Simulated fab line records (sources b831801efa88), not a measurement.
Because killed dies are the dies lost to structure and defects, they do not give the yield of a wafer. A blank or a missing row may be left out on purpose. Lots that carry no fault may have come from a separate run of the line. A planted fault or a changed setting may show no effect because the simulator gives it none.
fab line records	flow sky130
record: lots: 6	wafers: 18	last-day: 50
route steps=708 shown POLY_GATE@235 LDD_N@237 LDD_P@255 PAD_OPEN@708
lots untouched by any fault: they come from a run of this same line in which no faults occurred
start-h: the number of hours between the record's first day and the start of the first shown wafer of the lot	wait-h: hours since the lot's step before	" identical to the entry in the row above	L1.1+2: a row that stands for several wafers	- no value present, or no start provided	* or withheld: withheld	< > ~ a bound
route shown NAME@n: names a module that has steps shown in the file, with the first one's number in the route	usual: mean/standard deviation taken from wafers without a fault	same: alike in all rows	chamber/n: place in a boat	sites: readings site by site	_std_site: the values' standard deviation	_edge_site: the outer-site mean with the inner-site mean subtracted	radius-mm: how far each site lies from the wafer's centre	mask NAME#n: copy n	behind: tool/chamber where the wafer was last shaped	hold: the reason the lot was held/the length of the hold in hours/how it ended	device: names the non-switching transistor (n, p or np)	end of line: the tests these same wafers got at the end of their route	a step without rows: its recipe alone	killed: at the first sort, the dies lost to defects and structure; wafer yield is something else	map: a wafer's dies, x killed, . not, _ none there
set.NAME: the setting the step ran with; set.NAME@STEP: the setting that earlier step ran with	model.NAME: the simulator's own value behind a step, which no gauge read
a table for each step, a row for each wafer; lots at some steps of the route
services: when a tool's chamber went out of use (start-h, in hours from the record's first day, below 0 if earlier), for how many hours, and the reason
== steps ==
step: SKY_POLY_GATE_THK_MEAS_21
recipe: reads: SiO2_of_POLY_GATE_OXIDATION_20
usual: POLY_GATE_OXIDATION_THK: 4.00/0.076
lot.wafer	tool	chamber	start-h	wait-h	POLY_GATE_OXIDATION_THK[nm]
L536.2	film-metro-02	-	425.83	0.0	3.98
L536.3	"	-	"	"	3.95
L536.4	"	-	"	"	3.98
L539.3	film-metro-03	-	443.29	0.0	3.97
L539.5	"	-	"	"	4.06
L539.6	"	-	"	"	4.02
L545.4	film-metro-03	-	506.31	0.0	4.08
L545.5	"	-	"	"	4.01
L545.6	"	-	"	"	4.07
L546.2	film-metro-03	-	513.53	0.0	3.97
L546.3	"	-	"	"	3.99
L546.4	"	-	"	"	3.99
L548.1	film-metro-03	-	527.87	0.0	4.13
L548.2	"	-	"	"	4.09
L548.4	"	-	"	"	4.11
L554.1	film-metro-02	-	572.03	0.0	3.96
L554.2	"	-	"	"	3.95
L554.6	"	-	"	"	3.94
step: SKY_POLY_GATE_CD_MEAS_22
usual: cd-nm: 149.9/2
lot.wafer	tool	chamber	start-h	wait-h	cd-nm
L536.2	cd-sem-02	-	425.91	0.1	152.3
L536.3	"	-	"	"	153.0
L536.4	"	-	"	"	153.1
L539.3	cd-sem-01	-	443.39	0.1	148.9
L539.5	"	-	"	"	150.4
L539.6	"	-	"	"	149.2
L545.4	cd-sem-01	-	506.42	0.1	151.6
L545.5	"	-	"	"	151.7
L545.6	"	-	"	"	150.3
L546.2	cd-sem-01	-	513.61	0.1	151.3
L546.3	"	-	"	"	150.2
L546.4	"	-	"	"	148.7
L548.1	cd-sem-02	-	527.93	0.1	146.2
L548.2	"	-	"	"	146.6
L548.4	"	-	"	"	146.9
L554.1	cd-sem-01	-	572.09	0.1	151.0
L554.2	"	-	"	"	151.5
L554.6	"	-	"	"	150.7
step: SKY_LDD_N_DEHYDRATE_00
recipe: temp-c: 200	time-s: 60
step: SKY_LDD_N_HMDS_01
recipe: prime-time-s: 60	prime-temp-c: 120
step: SKY_LDD_N_COAT_02
recipe: resist: NOVOLAK	spin-rpm: 3000	resist-thk-nm: 300
step: SKY_LDD_N_SOFTBAKE_03
recipe: temp-c: 90	time-s: 60	resist: NOVOLAK
step: SKY_LDD_N_EXPOSE_04
recipe: mask-id: NTM	target-cd-nm: 840	na: 0.6	source-shape: conventional	sigma-outer: 0.6	dose-mj: 110
step: SKY_LDD_N_PEB_05
recipe: temp-c: withheld	time-s: *	resist: NOVOLAK
step: SKY_LDD_N_DEVELOP_06
recipe: develop-time-s: 60	dev-temp-c: 23
step: SKY_LDD_N_OVL_MEAS_07
usual: LDD_N_OVL: 1.1/1.7
lot.wafer	tool	chamber	start-h	wait-h	LDD_N_OVL[nm]
L536.2	overlay-01	-	456.04	0.1	1.7
L536.3	"	-	"	"	1.3
L536.4	"	-	"	"	3.8
L539.3	overlay-01	-	473.85	0.1	3.8
L539.5	"	-	"	"	3.3
L539.6	"	-	"	"	1.9
L545.4	overlay-02	-	537.03	0.1	0.7
L545.5	"	-	"	"	0.9
L545.6	"	-	"	"	0.9
L546.2	overlay-01	-	543.68	0.1	-1.9
L546.3	"	-	"	"	-0.6
L546.4	"	-	"	"	-0.7
L548.1	overlay-01	-	557.83	0.1	2.6
L548.2	"	-	"	"	2.7
L548.4	"	-	"	"	2.5
L554.1	overlay-01	-	601.47	0.1	4.3
L554.2	"	-	"	"	2.3
L554.6	"	-	"	"	2.5
step: SKY_LDD_N_IMPLANT_08
recipe: species: As	energy-kev: 20	dose-cm2: 7.5e+13	tilt-deg: withheld	rotation-deg: 23
step: SKY_LDD_N_IMPLANT_09
recipe: species: As	energy-kev: 20	dose-cm2: 7.5e+13	tilt-deg: withheld	rotation-deg: 113
step: SKY_LDD_N_IMPLANT_10
recipe: species: As	energy-kev: 19.79	dose-cm2: 7.5e+13	tilt-deg: withheld	rotation-deg: 203
usual: beam-on-s: 10.00/0.21	dose-ions-cm2: 7.497e+13/8.1e+10	faraday-current-uA: 423/9
lot.wafer	tool	chamber	start-h	wait-h	beam-on-s	dose-ions-cm2	faraday-current-uA
L536.2	implanter-04	0	456.40	0.1	10.19	7.5e+13	414
L536.3	"	0	"	"	9.85	7.5e+13	430
L536.4	"	0	"	"	10.22	7.486e+13	416
L539.3	implanter-03	0	474.22	0.1	9.91	7.487e+13	426
L539.5	"	0	"	"	9.95	7.491e+13	426
L539.6	"	0	"	"	10.27	7.489e+13	410
L545.4	implanter-02	0	537.43	0.1	10.07	7.49e+13	420
L545.5	"	0	"	"	9.91	7.496e+13	427
L545.6	"	0	"	"	10.33	7.493e+13	407
L546.2	implanter-04	0	544.04	0.1	39.11	3.9679e+14	573
L546.3	"	0	"	"	41.36	3.9687e+14	540
L546.4	"	0	"	"	40.61	3.9669e+14	551
L548.1	implanter-04	0	558.16	0.1	41.52	3.9656e+14	539
L548.2	"	0	"	"	40.60	3.9663e+14	551
L548.4	"	0	"	"	39.11	3.9665e+14	570
L554.1	implanter-03	0	601.80	0.1	9.86	7.498e+13	429
L554.2	"	0	"	"	9.88	7.492e+13	428
L554.6	"	0	"	"	9.92	7.51e+13	426
step: SKY_LDD_N_IMPLANT_11
recipe: species: As	energy-kev: 20	dose-cm2: 7.5e+13	tilt-deg: withheld	rotation-deg: 293
step: SKY_LDD_N_IMPLANT_12
recipe: species: BF2	energy-kev: 50	dose-cm2: 5e+12	tilt-deg: 30	rotation-deg: 0
step: SKY_LDD_N_IMPLANT_13
recipe: species: BF2	energy-kev: 50	dose-cm2: 5e+12	tilt-deg: 30	rotation-deg: 90
step: SKY_LDD_N_IMPLANT_14
recipe: species: BF2	energy-kev: 50	dose-cm2: 5e+12	tilt-deg: 30	rotation-deg: 180
step: SKY_LDD_N_IMPLANT_15
recipe: species: BF2	energy-kev: 50	dose-cm2: 5e+12	tilt-deg: 30	rotation-deg: 270
step: SKY_LDD_N_STRIP_16
recipe: chemistry: O2/N2	power-w: 1400	pressure-mtorr: 1500	platen-temp-c: withheld	o2-flow-sccm: 3000	n2-flow-sccm: 300	overash-fraction: 0.5
usual: drypump-motor-current-A: 5.7/0.56	oes-product-au: 0.407/0.0046	strip-time-to-endpoint-s: 4.313/0.014
lot.wafer	tool	chamber	start-h	wait-h	drypump-motor-current-A	oes-product-au	rf-hours-counter-h	strip-time-to-endpoint-s
L536.2	plasma-asher-03	0	457.27	0.1	6.2	0.402	34	4.306
L536.3	"	0	"	"	6.2	0.407	-	4.294
L536.4	"	1	"	"	5.3	0.411	-	4.315
L539.3	plasma-asher-02	0	475.10	0.1	5.4	0.415	-	4.311
L539.5	"	0	"	"	5.4	0.403	-	4.307
L539.6	"	1	"	"	4.7	0.402	-	4.301
L545.4	plasma-asher-02	1	538.28	0.1	4.7	0.407	-	4.306
L545.5	"	1	"	"	4.8	0.403	-	4.311
L545.6	"	0	"	"	5.5	0.407	-	4.327
L546.2	plasma-asher-03	0	544.91	0.1	6.2	0.412	44	5.093
L546.3	"	0	"	"	6.2	0.414	-	5.104
L546.4	"	1	"	"	5.3	0.408	-	5.105
L548.1	plasma-asher-02	1	559.06	0.1	4.7	0.411	71	5.094
L548.2	"	0	"	"	5.4	0.411	71	5.103
L548.4	"	0	"	"	5.4	0.406	-	5.100
L554.1	plasma-asher-02	1	602.70	0.1	4.8	0.410	76	4.319
L554.2	"	0	"	"	5.4	0.408	76	4.297
L554.6	"	1	"	"	4.7	0.411	-	4.322
step: SKY_LDD_N_TW_MEAS_17
usual: LDD_N_TW: 2567/25
lot.wafer	tool	chamber	start-h	wait-h	LDD_N_TW
L536.2	film-metro-01	-	457.38	0.1	2541
L536.3	"	-	"	"	2557
L536.4	"	-	"	"	2553
L539.3	film-metro-01	-	475.19	0.1	2555
L539.5	"	-	"	"	2548
L539.6	"	-	"	"	2564
L545.4	film-metro-03	-	538.38	0.1	2595
L545.5	"	-	"	"	2595
L545.6	"	-	"	"	2594
L546.2	film-metro-03	-	545.02	0.1	2892
L546.3	"	-	"	"	2891
L546.4	"	-	"	"	2899
L548.1	film-metro-03	-	559.16	0.1	2904
L548.2	"	-	"	"	2905
L548.4	"	-	"	"	2904
L554.1	film-metro-03	-	602.80	0.1	2611
L554.2	"	-	"	"	2591
L554.6	"	-	"	"	2596
step: SKY_LDD_P_DEHYDRATE_00
recipe: temp-c: 200	time-s: 60
step: SKY_PAD_OPEN_PROBE_99
usual: killed_at_M0_to_M3: 42/7.2	killed_at_M4_up: 3.2/1.8	killed-at-contacts: 24/5.4	killed-at-front-end: 15/4	killed-at-other: 0.3/0.59	killed-dies: 84/9	killed-open: 46/7.1	killed-short: 38/6
same: gross-dies: 492	killed-at-back-side: 0
lot.wafer	tool	chamber	start-h	wait-h	killed_at_M0_to_M3	killed_at_M4_up	killed-at-contacts	killed-at-front-end	killed-at-other	killed-dies	killed-open	killed-short	model.etest.tip-n.rs-ohm-sq	model.etest.nfet_01v8.r-on-ohm-um	model.etest.nfet_01v8_turned.drive-ua-um	model.etest.nfet_01v8_swapped.drive-ua-um	model.etest.nfet_01v8_lvt.drive-ua-um	model.etest.nfet_01v8.drive-ua-um	model.etest.sram-nfet-pass.drive-ua-um	model.etest.nfet_01v8_turned.off-log10-a-um
L536.2	prober-01	-	1112.28	0.1	35	2	35	6	2	80	39	40	439.1	846.2	500.2	495.3	570.6	498.1	486.2	-13.46
L536.3	prober-01	-	1112.33	0.2	41	1	20	10	0	72	34	38	440.6	869.6	489.6	485.2	552.4	485.2	481.3	-13.4
L536.4	prober-01	-	1112.38	0.2	44	2	26	10	0	82	40	42	438.6	859.5	490.4	488.2	550.2	484	479.2	-13.48
L539.3	prober-01	-	1128.66	0.2	41	4	24	19	0	88	44	44	436.3	807.2	519.4	519.3	595.8	519.7	501.7	-13.38
L539.5	prober-01	-	1128.76	0.2	44	2	32	26	0	104	52	50	439.3	825	521.1	523.2	590.6	515.7	508.4	-13.32
L539.6	prober-01	-	1128.81	0.2	39	6	25	12	0	82	39	43	439.6	826.4	509.3	510.5	583.4	511.6	495.9	-13.4
L545.4	prober-01	-	1168.99	0.2	46	4	22	13	0	85	46	39	444.1	834.5	507.2	505	573.9	505.6	504.1	-13.3
L545.5	prober-01	-	1169.04	0.2	40	2	26	16	1	85	42	43	441.4	840	504.5	506.5	581.9	501.4	499	-13.43
L545.6	prober-01	-	1169.09	0.2	44	4	22	22	0	92	39	53	443.9	830.7	505.8	499.7	576.2	503.3	495.2	-13.42
L546.2	prober-02	-	1171.18	0.1	39	2	21	14	1	77	37	38	299.4	776.6	546.3	543.6	610.2	529.6	520.3	-13.09
L546.3	prober-02	-	1171.23	0.2	32	3	25	14	0	74	39	34	301	773	546.8	545.6	612.5	537.4	518.2	-13.27
L546.4	prober-02	-	1171.28	0.2	47	4	18	13	0	82	42	40	301.9	782.9	544.7	541.7	606.4	532.7	523.8	-13.24
L548.1	prober-02	-	1176.08	0.1	44	3	20	10	1	78	38	40	297.1	756.8	567.2	560.4	630.6	550	521.5	-13.03
L548.2	prober-02	-	1176.13	0.1	53	2	23	16	0	94	54	40	295.1	767.4	560.5	558.6	626.9	549	523.8	-13.06
L548.4	prober-02	-	1176.23	0.2	38	1	28	9	1	77	43	34	296.6	762.8	569.9	562	632.5	547.8	522.8	-12.88
L554.1	prober-02	-	1199.96	0.1	45	4	22	20	0	91	54	37	440.2	840.1	499.6	495.5	568.3	498.6	476.9	-13.41
L554.2	prober-02	-	1200.01	0.1	50	2	29	7	0	88	59	28	434	824.9	510.2	506.9	576.8	502.9	486.4	-13.3
L554.6	prober-02	-	1200.21	0.2	51	6	28	9	0	94	55	39	437.2	825.6	513.2	510.6	583	511.3	497.5	-13.29
killed by level:class
L536.2 LI_CONTACT:geometric-particle:open=11 VIA1:geometric-particle:open=11 CONTACT:geometric-particle:short=7 CONTACT:geometric-particle:open=6 LI_CONTACT:geometric-particle:short=5 LOCAL_INTERCONNECT:geometric-particle:short=5 VIA2:geometric-particle:open=4 VIA1:geometric-particle:short=4
L536.3 VIA3:geometric-particle:open=11 CONTACT:geometric-particle:open=7 METAL2:geometric-particle:short=6 LOCAL_INTERCONNECT:geometric-particle:short=5 METAL1:geometric-particle:short=4 VIA1:geometric-particle:open=4 VIA2:geometric-particle:short=4 FIELD_ISO:geometric-particle:short=3
L536.4 VIA1:geometric-particle:open=10 CONTACT:geometric-particle:open=8 METAL3:geometric-particle:short=7 CONTACT:geometric-particle:short=6 METAL2:geometric-particle:short=6 LI_CONTACT:geometric-particle:open=5 VIA3:geometric-particle:open=5 POLY_GATE:geometric-particle:short=4
L539.3 VIA1:geometric-particle:open=13 CONTACT:geometric-particle:short=9 VIA2:geometric-particle:short=7 FIELD_ISO:geometric-particle:open=6 CONTACT:geometric-particle:open=6 VIA3:geometric-particle:open=5 POLY_GATE:geometric-particle:open=4 VIA1:geometric-particle:short=4
L539.5 VIA1:geometric-particle:open=13 FIELD_ISO:geometric-particle:short=8 CONTACT:geometric-particle:open=8 FIELD_ISO:geometric-particle:open=7 CONTACT:geometric-particle:short=7 VIA1:geometric-particle:short=7 VIA3:geometric-particle:open=7 LI_CONTACT:geometric-particle:open=6
L539.6 CONTACT:geometric-particle:open=8 VIA1:geometric-particle:open=7 LI_CONTACT:geometric-particle:open=6 VIA1:geometric-particle:short=6 METAL4:geometric-particle:short=6 VIA3:geometric-particle:short=6 VIA2:geometric-particle:open=5 LI_CONTACT:geometric-particle:short=4
L545.4 VIA1:geometric-particle:open=10 CONTACT:geometric-particle:open=9 VIA2:geometric-particle:open=7 METAL2:geometric-particle:short=6 METAL1:geometric-particle:short=5 VIA1:geometric-particle:short=5 FIELD_ISO:geometric-particle:open=4 POLY_GATE:geometric-particle:open=4
L545.5 VIA1:geometric-particle:open=11 CONTACT:geometric-particle:open=9 LOCAL_INTERCONNECT:geometric-particle:short=7 METAL3:geometric-particle:short=6 FIELD_ISO:geometric-particle:open=5 METAL1:geometric-particle:short=5 CONTACT:geometric-particle:short=5 VIA2:geometric-particle:open=5
L545.6 METAL1:geometric-particle:short=13 VIA1:geometric-particle:open=9 FIELD_ISO:geometric-particle:short=7 CONTACT:geometric-particle:open=7 LOCAL_INTERCONNECT:geometric-particle:short=6 VIA1:geometric-particle:short=6 POLY_GATE:geometric-particle:short=5 LI_CONTACT:geometric-particle:open=5
L546.2 VIA1:geometric-particle:open=8 CONTACT:geometric-particle:open=8 METAL2:geometric-particle:short=8 CONTACT:geometric-particle:short=6 METAL1:geometric-particle:short=6 VIA2:geometric-particle:open=6 VIA3:geometric-particle:open=5 FIELD_ISO:geometric-particle:short=4
L546.3 CONTACT:geometric-particle:open=10 VIA3:geometric-particle:open=8 LI_CONTACT:geometric-particle:open=7 VIA1:geometric-particle:open=7 FIELD_ISO:geometric-particle:short=5 VIA2:geometric-particle:short=5 METAL2:geometric-particle:short=5 FIELD_ISO:geometric-particle:open=4
L546.4 VIA1:geometric-particle:open=13 LI_CONTACT:geometric-particle:open=6 METAL2:geometric-particle:short=5 VIA3:geometric-particle:open=5 METAL1:geometric-particle:short=5 METAL3:geometric-particle:short=5 VIA2:geometric-particle:open=4 CONTACT:geometric-particle:open=4
L548.1 VIA1:geometric-particle:open=10 VIA3:geometric-particle:open=9 LI_CONTACT:geometric-particle:short=6 METAL1:geometric-particle:short=6 CONTACT:geometric-particle:short=4 CONTACT:geometric-particle:open=4 VIA2:geometric-particle:open=4 POLY_GATE:geometric-particle:short=3
L548.2 VIA1:geometric-particle:open=14 LI_CONTACT:geometric-particle:open=9 CONTACT:geometric-particle:open=8 METAL1:geometric-particle:short=6 VIA2:geometric-particle:short=6 VIA2:geometric-particle:open=5 VIA3:geometric-particle:open=5 FIELD_ISO:geometric-particle:short=4
L548.4 VIA1:geometric-particle:open=10 LI_CONTACT:geometric-particle:open=8 CONTACT:geometric-particle:open=7 VIA3:geometric-particle:open=5 METAL2:geometric-particle:short=5 LOCAL_INTERCONNECT:geometric-particle:short=4 METAL3:geometric-particle:short=4 FIELD_ISO:geometric-particle:short=3
L554.1 VIA1:geometric-particle:open=12 FIELD_ISO:geometric-particle:short=9 LI_CONTACT:geometric-particle:open=9 CONTACT:geometric-particle:open=9 VIA3:geometric-particle:open=8 METAL1:geometric-particle:short=5 VIA2:geometric-particle:open=5 FIELD_ISO:geometric-particle:open=4
L554.2 CONTACT:geometric-particle:open=17 VIA1:geometric-particle:open=14 VIA3:geometric-particle:open=11 VIA2:geometric-particle:open=6 METAL1:geometric-particle:short=5 CONTACT:geometric-particle:short=5 METAL2:geometric-particle:short=4 LI_CONTACT:geometric-particle:open=3
L554.6 VIA3:geometric-particle:open=15 LI_CONTACT:geometric-particle:open=10 CONTACT:geometric-particle:open=8 VIA1:geometric-particle:open=7 METAL4:geometric-particle:short=5 CONTACT:geometric-particle:short=5 METAL1:geometric-particle:short=5 VIA2:geometric-particle:open=5
== services ==
tool	chamber	start-h	hours	kind
plasma-asher-02	-	436.89	1.4	repair
plasma-asher-02	-	442.14	8.7	repair
implanter-04	-	449.69	5.3	repair
plasma-asher-02	-	453.70	1.1	repair
implanter-03	-	504.95	4.0	pm
implanter-04	-	519.94	2.8	repair
implanter-02	-	546.93	1.2	repair
implanter-03	-	592.37	4.9	repair
implanter-04	-	601.94	0.8	repair
== key ==
first-sign: step: SKY_LDD_N_IMPLANT_10	reading: dose-ions-cm2	direction: up	sigmas: 99+	usual: *	struck: *
effect: step: SKY_LDD_N_IMPLANT_10	reading: beam-on-s	direction: up	sigmas: 99+	usual: 10.00	struck: 40.39
effect: step: SKY_LDD_N_STRIP_16	reading: strip-time-to-endpoint-s	direction: up	sigmas: 55	usual: *	struck: *
effect: step: SKY_LDD_N_TW_MEAS_17	reading: LDD_N_TW	direction: up	sigmas: 13	usual: 2567	struck: 2899
model-effect: step: SKY_PAD_OPEN_PROBE_99	value: etest.tip-n.rs-ohm-sq	without: 440.1	struck: 298.5
met-at SKY_LDD_N_IMPLANT_10
struck-wafers L546.2,L546.3,L546.4,L548.1,L548.2,L548.4
tester-left-out L546,L548
onset-between 456.40 544.04
fault: kind: process-parameter-drift	tool: implanter-04	chamber: -	onset-h: 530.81	steps: SKY_LDD_N_IMPLANT_10	channel: dose-cm2	offset: *	shape: step	end-h: 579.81	acts-in: *	stated: *
tester-left-out: of these lots the tester's yield and bins aren't shown, on N5 and GAA mostly nor the transistor test; their killed dies are dies lost to structure and defects alone, not to doping, threshold or leakage, so they don't give the yield
